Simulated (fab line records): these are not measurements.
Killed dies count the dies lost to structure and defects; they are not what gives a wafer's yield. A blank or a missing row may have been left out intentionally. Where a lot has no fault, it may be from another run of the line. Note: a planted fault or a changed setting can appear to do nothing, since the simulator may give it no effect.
Which tool did it? / flow sky130 / 7 lots, 21 wafers sampled, at 3 steps of a route of 708

== WHAT EACH GAUGE READ, for each wafer ==
SKY_RES_XHIGH_TW_MEAS_09.
lot=L293; measured=day 27 12:49; on=filmMetro-01; RES_XHIGH_TW=1651 1658 1650
lot=L297; measured=day 29 02:13; on=filmMetro-04; RES_XHIGH_TW=1648 1647 1644
lot=L306; measured=day 31 16:50; on=filmMetro-02; RES_XHIGH_TW=30 30 29
lot=L305; measured=day 31 21:55; on=filmMetro-04; RES_XHIGH_TW=30 30 30
lot=L309; measured=day 32 19:43; on=filmMetro-02; RES_XHIGH_TW=1616 1615 1612
lot=L310; measured=day 33 02:58; on=filmMetro-02; RES_XHIGH_TW=1614 1615 1620
lot=L314; measured=day 34 00:45; on=filmMetro-01; RES_XHIGH_TW=1636 1642 1641

== WHICH TOOL RAN EACH LOT (tool, then ch and the chambers of the sampled wafers, then the start) ==
lot=L293; SKY_SD_P_STRIP_10=plasmaAsher-04 ch 0,1, day 26 08:01; SKY_RES_XHIGH_EXPOSE_04=ilineStepper-01 ch 0, day 26 22:46
lot=L297; SKY_SD_P_STRIP_10=plasmaAsher-01 ch 0,1, day 27 21:26; SKY_RES_XHIGH_EXPOSE_04=ilineStepper-01 ch 0, day 28 11:15
lot=L306; SKY_SD_P_STRIP_10=plasmaAsher-01 ch 0,1, day 30 13:26; SKY_RES_XHIGH_EXPOSE_04=ilineStepper-01, day 31 02:47
lot=L305; SKY_SD_P_STRIP_10=plasmaAsher-02 ch 0,1, day 30 18:26; SKY_RES_XHIGH_EXPOSE_04=ilineStepper-01, day 31 08:02
lot=L309; SKY_SD_P_STRIP_10=plasmaAsher-01 ch 0,1, day 31 16:44; SKY_RES_XHIGH_EXPOSE_04=ilineStepper-02 ch 0, day 32 05:32
lot=L310; SKY_SD_P_STRIP_10=plasmaAsher-01 ch 0,1, day 32 00:01; SKY_RES_XHIGH_EXPOSE_04=ilineStepper-02 ch 0, day 32 13:47
lot=L314; SKY_SD_P_STRIP_10=plasmaAsher-04 ch 0,1, day 32 22:29; SKY_RES_XHIGH_EXPOSE_04=ilineStepper-02 ch 0, day 33 11:14
- SKY_SD_P_STRIP_10: strips in O2/N2.
- SKY_RES_XHIGH_EXPOSE_04: exposes mask URPM, target cd 1270 nm.

== THE ANSWER, worked out from the rows above alone ==
Rule: the usual values come from the lots themselves. The widest of any qualifying gaps counts: lots, ordered by their means at a reading, are off when they make up no more than a third of the lots, leave a main group of 4 or more, and stand apart from it by 3 or more times the standard deviation of that group's means. Not used: any main group whose means are identical at the precision the tables above print for the reading. A lot without any number at a reading at which 4 lots or more have one is off too. All remaining lots with rows at the step are treated as sound.
Off: at SKY_RES_XHIGH_TW_MEAS_09 (RES_XHIGH_TW), L306, L305. For the main group the mean is 1634 and the standard deviation 16.
A tool fits if, at a process step before that reading, it ran every lot that is off, and no sound lot after the first of them. Those tools and the gauges at SKY_RES_XHIGH_TW_MEAS_09 are tried in the same way. One candidate fits, namely ilineStepper-01 at SKY_RES_XHIGH_EXPOSE_04. Its last sound lot is L297 (day 28 11:15), its first lot that is off L306 (day 31 02:47): a fault that began between those two fits.

== WHAT THE SIMULATOR HAD INSERTED ==
At SKY_RES_XHIGH_EXPOSE_04, the step was skipped entirely on ilineStepper-01 from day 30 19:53 on. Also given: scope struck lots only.
Lots struck among those shown: L306, L305. The rule above found the same.
